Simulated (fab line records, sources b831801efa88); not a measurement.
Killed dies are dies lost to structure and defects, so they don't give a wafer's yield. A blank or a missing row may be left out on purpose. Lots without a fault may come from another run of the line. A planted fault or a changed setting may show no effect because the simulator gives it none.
fab line records | flow sky130 | part 2 of 2: steps 30 to 40 of 40
record lots=5 wafers=15 last_day=49
route steps=708 shown POLY_CUT@315 SD_P@320 RES_XHIGH@332 SD_N@342
lots that met no fault: from a run of the same line without faults
start_h: hours from the record's first day to the start of the lot's first wafer shown | wait_h: hours since the lot's step before | " the same as in the row above | L1.1+2: a row that stands for several wafers | - no value, or no start given | * or withheld: withheld | < > ~ a bound
route shown NAME@n: a module of which the file shows steps, and the number in the route of the first | usual: mean/standard deviation of fault-free wafers | same: alike in all rows | chamber/n: place in a boat | sites: the reading at each site | _std_site: their standard deviation | _edge_site: outer sites' mean less inner sites' | radius_mm: how far each site lies from the wafer's centre | mask NAME#n: copy n | behind: the tool/chamber that last shaped the wafer | hold: why the lot was held/for how many hours/how that ended | device: the transistor (n, p or np) that didn't switch | end of line: the same wafers' tests at the end of the route | a step without rows: its recipe alone | killed: dies lost to structure and defects at the first sort, not the wafer's yield | map: a wafer's dies, x killed, . not, _ none there
set.NAME: the setting as run; set.NAME@STEP: as run at that earlier step | model.NAME: the simulator's own value behind a step, which no gauge read
lots at some steps of the route; a table a step, a row a wafer
services: from which hour (start_h, from the record's first day; less than 0 if before it) a tool's chamber was out of use, for how many hours, and why
## steps
# step SKY_SD_N_COAT_02
# recipe resist=NOVOLAK spin_rpm=3000 resist_thk_nm=1140
# columns lot.wafer tool chamber start_h wait_h
L077.1+3+4 litho_track-04 0 660.39 0.1
L081.1+4+5 litho_track-01 0 695.46 0.1
L082.2+3+4 litho_track-01 0 703.09 0.1
L092.1+3+6 litho_track-01 0 782.61 0.1
L093.1+3+4 litho_track-04 0 784.64 0.1
# step SKY_SD_N_SOFTBAKE_03
# recipe temp_c=90 time_s=60 resist=NOVOLAK
# columns lot.wafer tool chamber start_h wait_h
L077.1+3+4 litho_track-04 0 660.54 0.1
L081.1+4+5 litho_track-01 0 695.61 0.1
L082.2+3+4 litho_track-01 0 703.24 0.1
L092.1+3+6 litho_track-01 0 782.76 0.1
L093.1+3+4 litho_track-04 0 784.79 0.1
# step SKY_SD_N_EXPOSE_04
# recipe mask_id=NSDM na=0.6 source_shape=conventional sigma_outer=0.6 polarization=unpolarized target_cd_nm=380 dose_mj=141
# usual focus_offset_nm=0.0/0.46
# same na=0.6
# columns lot.wafer tool chamber start_h wait_h mask focus_offset_nm
L077.1 iline_stepper-01 0 - - NSDM#0 0.0
L077.3 " 0 " " NSDM#0 0.2
L077.4 " 0 " " NSDM#0 0.6
L081.1 iline_stepper-01 0 - - NSDM#0 0.2
L081.4 " 0 " " NSDM#0 0.5
L081.5 " 0 " " NSDM#0 -0.7
L082.2 iline_stepper-01 0 - - NSDM#0 -0.2
L082.3 " 0 " " NSDM#0 -0.2
L082.4 " 0 " " NSDM#0 -0.3
L092.1 iline_stepper-01 0 - - NSDM#0 -0.2
L092.3 " 0 " " NSDM#0 0.1
L092.6 " 0 " " NSDM#0 0.7
L093.1 iline_stepper-02 0 - - NSDM#0 0.6
L093.3 " 0 " " NSDM#0 0.6
L093.4 " 0 " " NSDM#0 0.2
# step SKY_SD_N_PEB_05
# recipe temp_c=withheld time_s=* resist=NOVOLAK
# columns lot.wafer tool chamber start_h wait_h
L077.1+3+4 litho_track-04 0 - -
L081.1+4+5 litho_track-04 0 - -
L082.2+3+4 litho_track-03 0 - -
L092.1+3+6 litho_track-01 0 - -
L093.1+3+4 litho_track-01 0 - -
# step SKY_SD_N_DEVELOP_06
# recipe resist=NOVOLAK developer=TMAH develop_time_s=60.76 dev_temp_c=23
# columns lot.wafer tool chamber start_h wait_h
L077.1+3+4 litho_track-04 0 674.64 0.1
L081.1+4+5 litho_track-04 0 708.69 0.1
L082.2+3+4 litho_track-03 0 716.40 0.1
L092.1+3+6 litho_track-01 0 796.26 0.1
L093.1+3+4 litho_track-01 0 797.56 0.1
# step SKY_SD_N_CD_MEAS_07
# recipe target_cd_nm=380
# usual cd_nm=378.9/3
# columns lot.wafer tool chamber start_h wait_h cd_nm
L077.1 cd_sem-01 - 674.79 0.1 385.2
L077.3 " - " " 384.9
L077.4 " - " " 387.4
L081.1 cd_sem-01 - 708.84 0.1 376.4
L081.4 " - " " 378.2
L081.5 " - " " 376.2
L082.2 cd_sem-02 - 716.54 0.1 373.8
L082.3 " - " " 375.3
L082.4 " - " " 378.1
L092.1 cd_sem-02 - 796.41 0.1 379.2
L092.3 " - " " 381.7
L092.6 " - " " 380.7
L093.1 cd_sem-01 - 797.71 0.1 383.5
L093.3 " - " " 384.2
L093.4 " - " " 384.5
# step SKY_SD_N_OVL_MEAS_08
# usual SD_N_OVL=-0.5/1.1
# columns lot.wafer tool chamber start_h wait_h SD_N_OVL[nm]
L077.1 overlay-02 - 674.91 0.1 -0.4
L077.3 " - " " -1.2
L077.4 " - " " 0.3
L081.1 overlay-01 - 708.96 0.1 -0.9
L081.4 " - " " -2.1
L081.5 " - " " -1.9
L082.2 overlay-01 - 716.65 0.1 -1.1
L082.3 " - " " -2.1
L082.4 " - " " -1.2
L092.1 overlay-02 - 796.53 0.1 -1.4
L092.3 " - " " -0.6
L092.6 " - " " -2.9
L093.1 overlay-01 - 797.83 0.1 -1.3
L093.3 " - " " -0.2
L093.4 " - " " 0.8
# step SKY_SD_N_IMPLANT_09
# recipe species=As energy_kev=50 dose_cm2=4e+15 tilt_deg=0
# usual dose_ions_cm2=4e+15/4.3e+12
# columns lot.wafer tool chamber start_h wait_h dose_ions_cm2
L077.1 implanter-02 0 674.95 0.0 4.001e+15
L077.3 " 0 " " 3.992e+15
L077.4 " 0 " " 3.993e+15
L081.1 implanter-03 0 709.00 0.0 4e+15
L081.4 " 0 " " 4.003e+15
L081.5 " 0 " " 4.004e+15
L082.2 implanter-02 0 716.71 0.0 3.999e+15
L082.3 " 0 " " 3.99e+15
L082.4 " 0 " " 3.997e+15
L092.1 implanter-04 0 796.57 0.0 3.998e+15
L092.3 " 0 " " 3.997e+15
L092.6 " 0 " " 4.003e+15
L093.1 implanter-02 0 797.87 0.0 4.001e+15
L093.3 " 0 " " 3.998e+15
L093.4 " 0 " " 4.003e+15
# step SKY_SD_N_IMPLANT_10
# recipe species=P energy_kev=20 dose_cm2=1e+14 tilt_deg=0
# usual dose_ions_cm2=9.999e+13/1.1e+11
# columns lot.wafer tool chamber start_h wait_h dose_ions_cm2
L077.1 implanter-02 0 675.10 0.1 1.0019e+14
L077.3 " 0 " " 1.0019e+14
L077.4 " 0 " " 9.993e+13
L081.1 implanter-03 0 709.15 0.1 1.0014e+14
L081.4 " 0 " " 1.0018e+14
L081.5 " 0 " " 9.999e+13
L082.2 implanter-02 0 716.86 0.1 1.0014e+14
L082.3 " 0 " " 1.0003e+14
L082.4 " 0 " " 9.998e+13
L092.1 implanter-04 0 796.72 0.1 9.998e+13
L092.3 " 0 " " 1.001e+14
L092.6 " 0 " " 1.0007e+14
L093.1 implanter-02 0 798.02 0.1 1.0002e+14
L093.3 " 0 " " 9.996e+13
L093.4 " 0 " " 9.999e+13
# step SKY_SD_N_STRIP_11
# recipe chemistry=O2/N2 power_w=1400 pressure_mtorr=1500 platen_temp_c=withheld o2_flow_sccm=3000 n2_flow_sccm=300 overash_fraction=0.5
# usual drypump_motor_current_A=5.78/0.18 o2_flow_sccm=2999/10 oes_product_au=0.528/0.0049 strip_time_to_endpoint_s=22.54/0.035
# same overash_fraction=0.5
# columns lot.wafer tool chamber start_h wait_h drypump_motor_current_A o2_flow_sccm oes_product_au rf_hours_counter_h strip_time_to_endpoint_s
L077.1 plasma_asher-04 0 675.25 0.1 5.79 2995 0.528 25 22.54
L077.3 " 1 " " 5.77 2998 0.521 - 22.52
L077.4 " 0 " " 5.79 2980 0.533 - 22.54
L081.1 plasma_asher-04 1 709.30 0.1 5.78 2981 0.525 28 22.57
L081.4 " 0 " " 5.79 2996 0.521 - 22.62
L081.5 " 1 " " 5.76 2997 0.524 - 22.62
L082.2 plasma_asher-02 0 716.98 0.1 5.64 3000 0.530 105 22.57
L082.3 " 0 " " 5.65 3003 0.527 - 22.62
L082.4 " 1 " " 5.52 2979 0.532 - 22.55
L092.1 plasma_asher-01 0 796.87 0.1 6.09 2974 0.530 95 22.48
L092.3 " 1 " " 5.60 3004 0.524 - 22.45
L092.6 " 1 " " 5.60 2996 0.535 - 22.48
L093.1 plasma_asher-01 1 798.17 0.1 5.60 2988 0.537 95 22.53
L093.3 " 1 " " 5.55 3001 0.533 - 22.57
L093.4 " 0 " " 6.09 3005 0.529 - 22.55
# step SKY_SD_N_TW_MEAS_12
# usual SD_N_TW=4000/23
# columns lot.wafer tool chamber start_h wait_h SD_N_TW
L077.1 film_metro-01 - 675.35 0.1 4026
L077.3 " - " " 4020
L077.4 " - " " 4023
L081.1 film_metro-03 - 709.40 0.1 3994
L081.4 " - " " 3998
L081.5 " - " " 4005
L082.2 film_metro-03 - 717.09 0.1 3955
L082.3 " - " " 3966
L082.4 " - " " 3984
L092.1 film_metro-04 - 796.97 0.1 4023
L092.3 " - " " 4009
L092.6 " - " " 3984
L093.1 film_metro-04 - 798.27 0.1 4017
L093.3 " - " " 4001
L093.4 " - " " 4011
## services
# columns tool chamber start_h hours kind
rie_diel-04 - 580.40 2.8 pm
rie_diel-01 1 594.20 1.3 repair
iline_stepper-02 - 601.11 1.7 pm
implanter-04 - 602.52 4.4 pm
implanter-03 - 606.05 0.9 repair
implanter-01 - 608.54 4.9 repair
rie_diel-01 3 616.17 1.9 repair
plasma_asher-03 - 661.21 2.8 pm
plasma_asher-02 - 665.20 16.8 repair
rie_diel-04 0 685.70 4.7 repair
rie_diel-01 3 687.91 8.4 repair
implanter-04 - 708.05 3.5 repair
iline_stepper-02 - 712.49 2.7 repair
iline_stepper-01 - 720.79 1.7 pm
implanter-04 - 730.41 1.0 repair
plasma_asher-01 - 732.18 2.8 pm
plasma_asher-02 - 733.80 9.0 pm
implanter-01 - 744.56 4.4 repair
implanter-01 - 746.80 1.7 repair
plasma_asher-02 - 751.26 4.6 repair
iline_stepper-01 - 769.24 0.9 repair
implanter-02 - 775.90 8.2 pm
iline_stepper-01 - 778.28 1.7 repair
rie_diel-04 0 785.23 7.2 repair
